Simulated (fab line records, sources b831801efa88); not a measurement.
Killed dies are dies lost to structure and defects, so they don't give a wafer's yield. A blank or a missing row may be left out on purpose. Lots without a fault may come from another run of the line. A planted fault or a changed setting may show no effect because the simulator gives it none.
Split-lot experiment | flow gf180mcu | 5 lots, 27 wafers read, on a route of 602 steps

THE SPLIT
At GF_M2_SPUTTER_04 (material TiN, target thk 50 nm, time 41.7 s), the setting time_s was moved away from the recipe's 41.7 s on 12 of the 27 wafers read, by -37.9% to +50.9%. The other wafers ran this setting at the recipe's value.

The file shows no step between the split and the reading.

THE READING
M2_ALCU_THK, in nm, at GF_M2_THK_MEAS_06 (measures by xrf). Fault-free wafers of this fab line usually give 444 nm, standard deviation 4.6 nm.

wafer  | tool, chamber at the split | time_s as run, s | against the recipe | M2_ALCU_THK, nm | against lot-mates on the recipe
L074.1 | pvd_sputter-04, -          | 62.93            | +50.9%             | 423             | -21
L074.2 | pvd_sputter-04, -          | 41.7             | recipe             | 443             | -
L074.3 | pvd_sputter-04, -          | 62.93            | +50.9%             | 423             | -21
L074.4 | pvd_sputter-04, -          | 62.93            | +50.9%             | 429             | -15
L074.5 | pvd_sputter-04, -          | 41.7             | recipe             | 446             | -
L074.6 | pvd_sputter-04, -          | 41.7             | recipe             | 443             | -
L076.1 | pvd_sputter-01, -          | 41.7             | recipe             | 445             | -
L076.2 | pvd_sputter-01, -          | 41.7             | recipe             | 446             | -
L076.4 | pvd_sputter-01, -          | 41.7             | recipe             | 443             | -
L080.1 | pvd_sputter-04, -          | 41.7             | recipe             | 445             | -
L080.2 | pvd_sputter-04, -          | 41.7             | recipe             | 441             | -
L080.3 | pvd_sputter-04, -          | 41.7             | recipe             | 443             | -
L080.4 | pvd_sputter-04, -          | 48.38            | +16.0%             | 438             | -5
L080.5 | pvd_sputter-04, -          | 48.38            | +16.0%             | 437             | -6
L080.6 | pvd_sputter-04, -          | 48.38            | +16.0%             | 436             | -7
L083.1 | pvd_sputter-01, -          | 41.7             | recipe             | 438             | -
L083.2 | pvd_sputter-01, -          | 25.88            | -37.9%             | 461             | +20
L083.3 | pvd_sputter-01, -          | 25.88            | -37.9%             | 461             | +20
L083.4 | pvd_sputter-01, -          | 41.7             | recipe             | 444             | -
L083.5 | pvd_sputter-01, -          | 41.7             | recipe             | 442             | -
L083.6 | pvd_sputter-01, -          | 25.88            | -37.9%             | 461             | +20
L085.1 | pvd_sputter-01, -          | 32.68            | -21.6%             | 458             | +8
L085.2 | pvd_sputter-01, -          | 41.7             | recipe             | 450             | -
L085.3 | pvd_sputter-01, -          | 41.7             | recipe             | 451             | -
L085.4 | pvd_sputter-01, -          | 32.68            | -21.6%             | 463             | +13
L085.5 | pvd_sputter-01, -          | 32.68            | -21.6%             | 462             | +12
L085.6 | pvd_sputter-01, -          | 41.7             | recipe             | 450             | -

THE FIT
A straight line over all 27 wafers: M2_ALCU_THK changes by -0.442 nm for each +1% of time_s; r = -0.94; the points scatter about the line by 3.8 nm.
The same after taking each lot's own level away (the mean of its wafers on the recipe; 27 wafers): -0.43 nm for each +1%; r = -0.98; scatter 2.2 nm.
On that fit, the largest move of time_s shifts the reading by 22 nm.
The lots' own levels span 441.3 to 450.3 nm, that is 2.0 times the standard deviation above.
So the lot-to-lot level changes the slope little: the two slopes agree.
Check: with one of the wafers moved furthest among these (+50.9%) left out of the fit, the line predicts -21 nm for it against its lot-mates. It came out at -21 nm against them.

OTHER SPLITS ON THESE WAFERS
These wafers also went through other splits before the reading. Each is held against what the fit with the lots' levels taken away leaves over:
other split on the same wafers | wafers away from the commonest value | r with M2_ALCU_THK (lot level and that fit taken away)
GF_M1_SPUTTER_04 time_s        | 9                                    | -0.04

THE WHOLE CHAIN: every reading that the file lists as answering this split, in the file's order
step              | what it does                                | reading                                                                      | change (the file's fit)               | r (the file's)
GF_M2_SPUTTER_04  | material TiN, target thk 50 nm, time 41.7 s | TiN_of_M2_SPUTTER_04.thk_nm (the simulator's own value, which no gauge read) | +0.504 nm for each +1% of the setting | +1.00
GF_M2_THK_MEAS_06 | measures by xrf                             | M2_ALCU_THK                                                                  | -0.432 for each +1% of the setting    | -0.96

THE FILE'S OWN FIT
M2_ALCU_THK changes by -0.432 nm for each +1% of time_s, r = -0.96.
